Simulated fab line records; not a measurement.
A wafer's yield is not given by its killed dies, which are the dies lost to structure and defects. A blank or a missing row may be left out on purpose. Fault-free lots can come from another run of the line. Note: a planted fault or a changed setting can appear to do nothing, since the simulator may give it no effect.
Struck lot and sound lot, side by side | flow sky130 | 17 out of 708 route steps
Sound: the wafers L357.1, L357.3, L357.5. Wafers L371.2, L371.3, L371.6 were the ones struck. Last of all comes the cause.
At each step with rows: each side's tool, then ch and its chambers, then its first start. Under that, the readings that differ: sound wafers | struck wafers | difference of the means | sigmas: that difference in standard deviations of wafers without a fault.
alike: same words and numbers on both sides, and readings whose means sit less than 2 such deviations apart. not compared: any withheld reading, any reading some wafer has no value for, any bound like >300 that may hide the same value, and any number with overlapping values for which the record gives no deviation.
A row with sigmas, a row that says differs or no value, or rows on one side alone: a step with any of these is where the two part. Numbers that don't overlap but have no deviation are shown without sigmas and don't part them. A reading that every wafer of one side lacks parts them only if that side has two wafers or more.

SKY_LDD_P_OVL_MEAS_08:
  sound on overlay-02, day 19 05:42; struck on overlay-01, day 24 09:51
  alike: LDD_P_OVL
next, for these wafers, 1 step has no rows: SKY_LDD_P_IMPLANT_09.
SKY_LDD_P_STRIP_10: strips in O2/N2.
  sound on plasma-asher-04 ch 0,1, day 19 05:53; struck on plasma-asher-03 ch 0,1, day 24 10:02
  reading                      | sound             | struck            | difference | sigmas
  strip-time-to-endpoint-s (s) | 14.19 14.23 14.25 | 14.07 14.08 14.09 | -0.14      | -3
  alike: drypump-motor-current-A, oes-product-au
  not compared: rf-hours-counter-h
SKY_LDD_P_TW_MEAS_11:
  sound on film-metro-02, day 19 05:59; struck on film-metro-02, day 24 10:08
  alike: LDD_P_TW
then, 7 steps without rows for these wafers: SKY_LDD_HVN_DEHYDRATE_00 (time 60 s); SKY_LDD_HVN_HMDS_01 (prime time 60 s); SKY_LDD_HVN_COAT_02 (resist thk 300 nm); SKY_LDD_HVN_SOFTBAKE_03 (time 60 s); SKY_LDD_HVN_EXPOSE_04 (exposes mask HVNTM, target cd 700 nm); SKY_LDD_HVN_PEB_05; SKY_LDD_HVN_DEVELOP_06 (develop time 60 s).
SKY_LDD_HVN_OVL_MEAS_07:
  sound on overlay-02, day 20 12:14; struck on overlay-01, day 25 15:32
  alike: LDD_HVN_OVL
SKY_LDD_HVN_IMPLANT_08:
  sound on implanter-01 ch 0, day 20 12:16; struck on implanter-01 ch 0, day 25 15:35
  reading            | sound                | struck              | difference | sigmas
  tilt-deg (degrees) | 39.994 40.012 40.028 | -0.009 0.005 -0.019 | -40.019    | -99 or more
SKY_LDD_HVN_STRIP_09: strips in O2/N2.
  sound on plasma-asher-01 ch 0,1, day 20 12:25; struck on plasma-asher-01 ch 0,1, day 25 15:43
  alike: drypump-motor-current-A, oes-product-au, strip-time-to-endpoint-s
  not compared: rf-hours-counter-h
SKY_LDD_HVN_TW_MEAS_10:
  sound on film-metro-03, day 20 12:31; struck on film-metro-04, day 25 15:49
  reading    | sound          | struck         | difference | sigmas
  LDD_HVN_TW | 1424 1420 1427 | 1288 1286 1296 | -134       | -14
then, 1 step without rows for these wafers: SKY_LDD_HVP_DEHYDRATE_00 (time 60 s).
-- the record jumps here: 24 days lie between the struck wafers' starts before and after (it left off in module LDD_HVP and takes up again in module PAD_OPEN, whose first step shown is number 708 of the route) --
SKY_PAD_OPEN_PROBE_99:
  sound on prober-02, day 45 21:42; struck on prober-02, day 49 09:45
  reading                                 | sound                | struck              | difference | sigmas
  model.etest.tip_n_5v.rs-ohm-sq          | 1408 1396 1423       | 1006 1004 995.5     | -407       |
  model.etest.nfet-g5v0d10v5.r-on-ohm-um  | 1894 1867 1877       | 1801 1810 1812      | -72        |
  model.etest.nfet-g5v0d10v5.drive-ua-um  | 591.9 607.5 599.3    | 628.2 622.4 629.2   | +27.0      |
  model.etest.res-ndiff-hv.rs-ohm-sq      | 113 112.2 113.8      | 107.8 109 108       | -4.7       |
  model.etest.nfet-g5v0d10v5.vt-sat-v (V) | 0.7751 0.7572 0.7837 | 0.7474 0.739 0.7432 | -0.0288    |
  alike: killed_at_M0_to_M3, killed_at_M4_up, killed-at-contacts, killed-at-front-end, killed-at-other, killed-dies, killed-on-rim, killed-open, killed-short

WHERE THEY PART
Last at SKY_LDD_HVN_TW_MEAS_10 as far as this record goes, first at SKY_LDD_P_STRIP_10. Later steps at which nothing parts them and some readings are alike: SKY_PAD_OPEN_PROBE_99.

WHY: what had been put in by the simulator
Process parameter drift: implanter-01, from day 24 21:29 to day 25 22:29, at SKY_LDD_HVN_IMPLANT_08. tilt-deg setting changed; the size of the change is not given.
